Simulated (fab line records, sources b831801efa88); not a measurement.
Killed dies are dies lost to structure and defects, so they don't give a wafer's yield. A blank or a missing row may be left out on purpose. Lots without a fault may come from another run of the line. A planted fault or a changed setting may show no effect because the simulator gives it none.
Which tool did it? | flow sky130 | 11 lots, 33 wafers sampled, at 2 steps of a route of 708

WHAT THE GAUGES READ, wafer by wafer
SKY_VT_ADJUST_HVTR_CD_MEAS_07: target cd 380 nm.
lot  | measured     | on        | cd_nm (nm)
L677 | day 10 09:19 | cd_sem-01 | 377.7 380.0 376.4
L680 | day 11 00:08 | cd_sem-01 | 376.7 378.4 375.9
L681 | day 11 11:32 | cd_sem-02 | 381.1 378.7 380.8
L682 | day 11 20:26 | cd_sem-02 | 377.2 379.1 379.9
L688 | day 14 04:27 | cd_sem-01 | 382.9 383.8 383.4
L692 | day 15 19:17 | cd_sem-01 | 400.3 400.5 398.0 399.8 400.0 398.0
L693 | day 15 19:52 | cd_sem-02 | 396.9 396.1 396.1 396.6 396.2 395.9
L694 | day 16 08:26 | cd_sem-01 | 396.1 397.8 399.8 396.5 397.7 399.5
L696 | day 16 11:22 | cd_sem-01 | 382.1 378.2 379.6
L697 | day 16 16:49 | cd_sem-01 | 376.1 377.8 377.3
L698 | day 16 22:51 | cd_sem-01 | 379.2 379.5 375.0

WHICH TOOL RAN EACH LOT (tool, then ch and the chambers of the sampled wafers, then the start)
lot  | SKY_VT_ADJUST_HVTR_COAT_02
L677 | litho_track-01 ch 0, day 9 21:35
L680 | litho_track-02 ch 0, day 10 12:25
L681 | litho_track-03 ch 0, day 10 23:11
L682 | litho_track-01 ch 0, day 11 08:26
L688 | litho_track-02 ch 0, day 13 15:52
L692 | litho_track-01 ch 0, day 15 05:17
L693 | litho_track-01 ch 0, day 15 05:53
L694 | litho_track-01 ch 0, day 15 18:41
L696 | litho_track-02 ch 0, day 15 21:39
L697 | litho_track-03 ch 0, day 16 02:27
L698 | litho_track-03 ch 0, day 16 08:11
- SKY_VT_ADJUST_HVTR_COAT_02: resist thk 1140 nm.

THE ANSWER, worked out from the rows above alone
Rule: what is usual is taken from the lots themselves. Put in order of their means at a reading, lots are off if they are a third of the lots or fewer, leave a main group of 4 or more, and stand apart from it by a gap of 3 or more times the standard deviation of the main group's means; of several such gaps the widest counts. A main group whose means are all the same, to the digits that the tables above print for the reading, isn't used. A lot without any number at a reading at which 4 lots or more have one is off too. The other lots that the step has rows for count as sound.
Off: L692, L693, L694, at SKY_VT_ADJUST_HVTR_CD_MEAS_07 (cd_nm). The main group: mean 379.0 nm, standard deviation 2.
A tool fits if, at a process step before that reading, it ran every lot that is off, and no sound lot after the first of them. The gauges at SKY_VT_ADJUST_HVTR_CD_MEAS_07 are tried like those tools. One fits: litho_track-01 at SKY_VT_ADJUST_HVTR_COAT_02. Its last sound lot is L682 (day 11 08:26), its first lot that is off L692 (day 15 05:17): a fault that began between those two fits.

WHAT THE SIMULATOR HAD PUT IN
Process parameter drift: litho_track-01, from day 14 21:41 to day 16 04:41, at SKY_VT_ADJUST_HVTR_COAT_02. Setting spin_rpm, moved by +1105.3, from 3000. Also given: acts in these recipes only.
Lots struck among those shown: L692, L693, L694. The rule above found the same.
